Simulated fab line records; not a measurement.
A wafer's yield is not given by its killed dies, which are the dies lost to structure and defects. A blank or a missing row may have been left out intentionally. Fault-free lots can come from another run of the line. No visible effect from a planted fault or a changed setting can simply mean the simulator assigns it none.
Matching of chambers -- flow gf180mcu -- hdpcvd-01 running GF_V5_CVD_00: 3 sister chambers
The step deposits SiO2, target thk 300 nm, time 50 s. 6 wafers are shown with their chamber, then 9 later ones without.

== WAFERS PAIRED WITH THEIR CHAMBERS ==
wafer,chamber,sih4_flow_sccm (sccm)
L652.3,2,60.00
L653.2,0,60.12
L653.6,1,59.95
L655.4,1,60.19
L655.5,2,60.10
L655.6,0,59.88

== WAFERS WITHOUT THEIR CHAMBER ==
wafer,sih4_flow_sccm (sccm)
L656.3,59.90
L656.5,60.07
L656.6,59.88
L660.2,60.21
L660.3,59.90
L660.4,60.01
L663.2,60.05
L663.5,59.76
L663.6,59.93

== THE CHAMBER EACH PASSED THROUGH ==
wafer,from the rows above,in truth
L656.3,can't be placed: 0 or 2 or 1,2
L656.5,can't be placed: 1 or 2 or 0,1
L656.6,can't be placed: 0 or 2 or 1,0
L660.2,can't be placed: 1 or 2 or 0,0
L660.3,can't be placed: 0 or 2 or 1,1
L660.4,can't be placed: 0 or 2 or 1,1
L663.2,can't be placed: 2 or 1 or 0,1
L663.5,can't be placed: 0 or 2 or 1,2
L663.6,can't be placed: 0 or 2 or 1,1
Correctly placed: 0 of 9. Cannot be placed on the basis of these rows: 9; the candidates contain the true chamber in 9. 0 placed wrongly.
How it was worked out, from the rows above alone: a wafer's distance from a chamber is the root of the sum, over the readings, of the square of ((its reading less the chamber's mean) divided by the reading's scatter). The wafer belongs to the nearest chamber; if the next one is less than 2 further off, it can't be placed. For every chamber, the mean is computed from those of its wafers that are shown. The scatter: the root of (the sum of the squares of (reading less its chamber's mean) over the shown wafers, divided by (wafers less chambers)).
